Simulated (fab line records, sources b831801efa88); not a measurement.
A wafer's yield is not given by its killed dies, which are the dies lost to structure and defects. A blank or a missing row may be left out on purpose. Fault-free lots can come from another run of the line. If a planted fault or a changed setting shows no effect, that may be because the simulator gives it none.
Which tool did it? || flow gf180mcu || 42 wafers from 14 lots sampled at 3 of the route's 602 steps

WHAT THE GAUGES SHOWED, per wafer
GF_HV_LDD_TW_MEAS_23.
{"lot": "L328", "measured": "day 10 19:37", "on": "film_metro-02", "HV_LDD_2_TW": "1052 1046 1052"}
{"lot": "L330", "measured": "day 11 10:27", "on": "film_metro-02", "HV_LDD_2_TW": "1051 1050 1051"}
{"lot": "L331", "measured": "day 11 15:21", "on": "film_metro-03", "HV_LDD_2_TW": "1047 1044 1044"}
{"lot": "L333", "measured": "day 12 09:27", "on": "film_metro-03", "HV_LDD_2_TW": "1043 1053 1052"}
{"lot": "L334", "measured": "day 12 13:46", "on": "film_metro-04", "HV_LDD_2_TW": "1060 1056 1056"}
{"lot": "L335", "measured": "day 12 22:44", "on": "film_metro-04", "HV_LDD_2_TW": "1061 1064 1057"}
{"lot": "L336", "measured": "day 13 07:28", "on": "film_metro-03", "HV_LDD_2_TW": "1051 1049 1047"}
{"lot": "L340", "measured": "day 14 17:03", "on": "film_metro-03", "HV_LDD_2_TW": "1019 1018 1020"}
{"lot": "L344", "measured": "day 15 17:50", "on": "film_metro-02", "HV_LDD_2_TW": "1015 1015 1017"}
{"lot": "L346", "measured": "day 16 12:01", "on": "film_metro-04", "HV_LDD_2_TW": "1046 1051 1046"}
{"lot": "L347", "measured": "day 16 20:37", "on": "film_metro-04", "HV_LDD_2_TW": "1059 1056 1055"}
{"lot": "L348", "measured": "day 16 23:13", "on": "film_metro-02", "HV_LDD_2_TW": "1050 1056 1052"}
{"lot": "L350", "measured": "day 17 15:44", "on": "film_metro-02", "HV_LDD_2_TW": "1060 1054 1059"}
{"lot": "L351", "measured": "day 18 02:33", "on": "film_metro-04", "HV_LDD_2_TW": "1053 1055 1055"}

WHICH TOOL RAN EACH LOT (tool, then ch and the chambers of the sampled wafers, then the start)
{"lot": "L328", "GF_VT_IMPLANT_RTA_45": "rtp_anneal-02 ch 0, day 7 14:28", "GF_HV_LDD_IMPLANT_21": "implanter-03 ch 0, day 10 19:22"}
{"lot": "L330", "GF_VT_IMPLANT_RTA_45": "rtp_anneal-01 ch 0, day 8 03:24", "GF_HV_LDD_IMPLANT_21": "implanter-03 ch 0, day 11 10:12"}
{"lot": "L331", "GF_VT_IMPLANT_RTA_45": "rtp_anneal-02 ch 0, day 8 09:28", "GF_HV_LDD_IMPLANT_21": "implanter-02 ch 0, day 11 15:06"}
{"lot": "L333", "GF_VT_IMPLANT_RTA_45": "rtp_anneal-01 ch 0, day 9 00:54", "GF_HV_LDD_IMPLANT_21": "implanter-01 ch 0, day 12 09:12"}
{"lot": "L334", "GF_VT_IMPLANT_RTA_45": "rtp_anneal-02 ch 0, day 9 03:32", "GF_HV_LDD_IMPLANT_21": "implanter-01 ch 0, day 12 13:32"}
{"lot": "L335", "GF_VT_IMPLANT_RTA_45": "rtp_anneal-01 ch 0, day 9 11:03", "GF_HV_LDD_IMPLANT_21": "implanter-03 ch 0, day 12 22:31"}
{"lot": "L336", "GF_VT_IMPLANT_RTA_45": "rtp_anneal-01 ch 0, day 9 17:57", "GF_HV_LDD_IMPLANT_21": "implanter-01 ch 0, day 13 07:13"}
{"lot": "L340", "GF_VT_IMPLANT_RTA_45": "rtp_anneal-01 ch 0, day 10 22:25", "GF_HV_LDD_IMPLANT_21": "implanter-03 ch 0, day 14 16:48"}
{"lot": "L344", "GF_VT_IMPLANT_RTA_45": "rtp_anneal-01 ch 0, day 12 00:04", "GF_HV_LDD_IMPLANT_21": "implanter-03 ch 0, day 15 17:35"}
{"lot": "L346", "GF_VT_IMPLANT_RTA_45": "rtp_anneal-01 ch 0, day 12 14:15", "GF_HV_LDD_IMPLANT_21": "implanter-01 ch 0, day 16 11:46"}
{"lot": "L347", "GF_VT_IMPLANT_RTA_45": "rtp_anneal-02 ch 0, day 12 20:03", "GF_HV_LDD_IMPLANT_21": "implanter-02 ch 0, day 16 20:22"}
{"lot": "L348", "GF_VT_IMPLANT_RTA_45": "rtp_anneal-01 ch 0, day 13 02:55", "GF_HV_LDD_IMPLANT_21": "implanter-01 ch 0, day 16 22:58"}
{"lot": "L350", "GF_VT_IMPLANT_RTA_45": "rtp_anneal-02 ch 0, day 13 15:44", "GF_HV_LDD_IMPLANT_21": "implanter-01 ch 0, day 17 15:31"}
{"lot": "L351", "GF_VT_IMPLANT_RTA_45": "rtp_anneal-02 ch 0, day 13 23:18", "GF_HV_LDD_IMPLANT_21": "implanter-01 ch 0, day 18 02:19"}
- GF_VT_IMPLANT_RTA_45: time 30 s.
- GF_HV_LDD_IMPLANT_21

AS READ BY THE TOOLS THEMSELVES (means over the sampled wafers that have a number; for cases with no such wafer, the mark the record gives instead)
GF_VT_IMPLANT_RTA_45.
{"lot": "L328", "tool": "rtp_anneal-02", "anneal_temp_c_max": 1054.0, "lamp_power_pct (%)": 33.9, "wafer_temp_C_max": 1054.2}
{"lot": "L330", "tool": "rtp_anneal-01", "anneal_temp_c_max": 1052.7, "lamp_power_pct (%)": 38.8, "wafer_temp_C_max": 1053.5}
{"lot": "L331", "tool": "rtp_anneal-02", "anneal_temp_c_max": 1053.5, "lamp_power_pct (%)": 33.9, "wafer_temp_C_max": 1054.1}
{"lot": "L333", "tool": "rtp_anneal-01", "anneal_temp_c_max": 1052.2, "lamp_power_pct (%)": 38.8, "wafer_temp_C_max": 1054.0}
{"lot": "L334", "tool": "rtp_anneal-02", "anneal_temp_c_max": 1053.9, "lamp_power_pct (%)": 33.8, "wafer_temp_C_max": 1054.7}
{"lot": "L335", "tool": "rtp_anneal-01", "anneal_temp_c_max": 1052.5, "lamp_power_pct (%)": 38.7, "wafer_temp_C_max": 1052.7}
{"lot": "L336", "tool": "rtp_anneal-01", "anneal_temp_c_max": 1052.4, "lamp_power_pct (%)": 38.8, "wafer_temp_C_max": 1053.8}
{"lot": "L340", "tool": "rtp_anneal-01", "anneal_temp_c_max": 1052.6, "lamp_power_pct (%)": 38.8, "wafer_temp_C_max": 1054.7}
{"lot": "L344", "tool": "rtp_anneal-01", "anneal_temp_c_max": 1052.3, "lamp_power_pct (%)": 38.8, "wafer_temp_C_max": 1053.4}
{"lot": "L346", "tool": "rtp_anneal-01", "anneal_temp_c_max": 1052.4, "lamp_power_pct (%)": 38.8, "wafer_temp_C_max": 1053.7}
{"lot": "L347", "tool": "rtp_anneal-02", "anneal_temp_c_max": 1053.3, "lamp_power_pct (%)": 33.9, "wafer_temp_C_max": 1054.5}
{"lot": "L348", "tool": "rtp_anneal-01", "anneal_temp_c_max": 1052.1, "lamp_power_pct (%)": 38.8, "wafer_temp_C_max": 1053.5}
{"lot": "L350", "tool": "rtp_anneal-02", "anneal_temp_c_max": 1052.8, "lamp_power_pct (%)": 33.9, "wafer_temp_C_max": 1054.1}
{"lot": "L351", "tool": "rtp_anneal-02", "anneal_temp_c_max": 1053.8, "lamp_power_pct (%)": 33.9, "wafer_temp_C_max": 1054.3}

GF_HV_LDD_IMPLANT_21.
{"lot": "L328", "tool": "implanter-03", "beam_energy_keV": 24.998}
{"lot": "L330", "tool": "implanter-03", "beam_energy_keV": 25.000}
{"lot": "L331", "tool": "implanter-02", "beam_energy_keV": 25.002}
{"lot": "L333", "tool": "implanter-01", "beam_energy_keV": 25.009}
{"lot": "L334", "tool": "implanter-01", "beam_energy_keV": 25.006}
{"lot": "L335", "tool": "implanter-03", "beam_energy_keV": 24.998}
{"lot": "L336", "tool": "implanter-01", "beam_energy_keV": 25.004}
{"lot": "L340", "tool": "implanter-03", "beam_energy_keV": 22.244}
{"lot": "L344", "tool": "implanter-03", "beam_energy_keV": 22.237}
{"lot": "L346", "tool": "implanter-01", "beam_energy_keV": 25.001}
{"lot": "L347", "tool": "implanter-02", "beam_energy_keV": 25.001}
{"lot": "L348", "tool": "implanter-01", "beam_energy_keV": 25.010}
{"lot": "L350", "tool": "implanter-01", "beam_energy_keV": 24.999}
{"lot": "L351", "tool": "implanter-01", "beam_energy_keV": 25.005}

THE ANSWER, worked out from the rows above alone
Rule: the lots themselves supply what counts as usual. The widest of any qualifying gaps counts: lots, ordered by their means at a reading, are off when they make up no more than a third of the lots, leave a main group of 4 or more, and stand apart from it by 3 or more times the standard deviation of that group's means. A main group whose means are all the same, to the digits that the tables above print for the reading, isn't used. Also off: a lot with no number at a reading for which 4 or more lots have one. Any other lot the step has rows for is counted as sound. Order of review: gauges by route order, followed by the tools' own readings, for which a lot's mean as printed above is used. At the first step where some lot is off, the reading lying furthest off is the one used; lots without a number count as furthest.
Off: at GF_HV_LDD_TW_MEAS_23 (HV_LDD_2_TW), L340, L344. For the main group the mean is 1053 and the standard deviation 4.6.
If a tool, at a process step before that reading, ran all the lots that are off and no sound lot after the first of them, it fits. The gauges at GF_HV_LDD_TW_MEAS_23 aren't tried: what is off there is off at GF_HV_LDD_IMPLANT_21 too, on other tools, and a gauge's error can't cause that. One fits: GF_HV_LDD_IMPLANT_21 on implanter-03. A fault onset in the window from L335 (day 12 22:31, its last sound lot) to L340 (day 14 16:48, its first lot off) fits.
On the lots that are off, the tool's own readings at GF_HV_LDD_IMPLANT_21 differ by more than 5 times the standard deviation of the sound lots' means, which bears it out; beam_energy_keV reads 22.240 there versus 25.003 on the sound lots.

WHAT THE SIMULATOR HAD PUT IN
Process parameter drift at GF_HV_LDD_IMPLANT_21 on implanter-03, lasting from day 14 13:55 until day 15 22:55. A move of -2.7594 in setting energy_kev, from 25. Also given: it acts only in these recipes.
Shown lots that were struck: L340, L344. The rule above found the same.
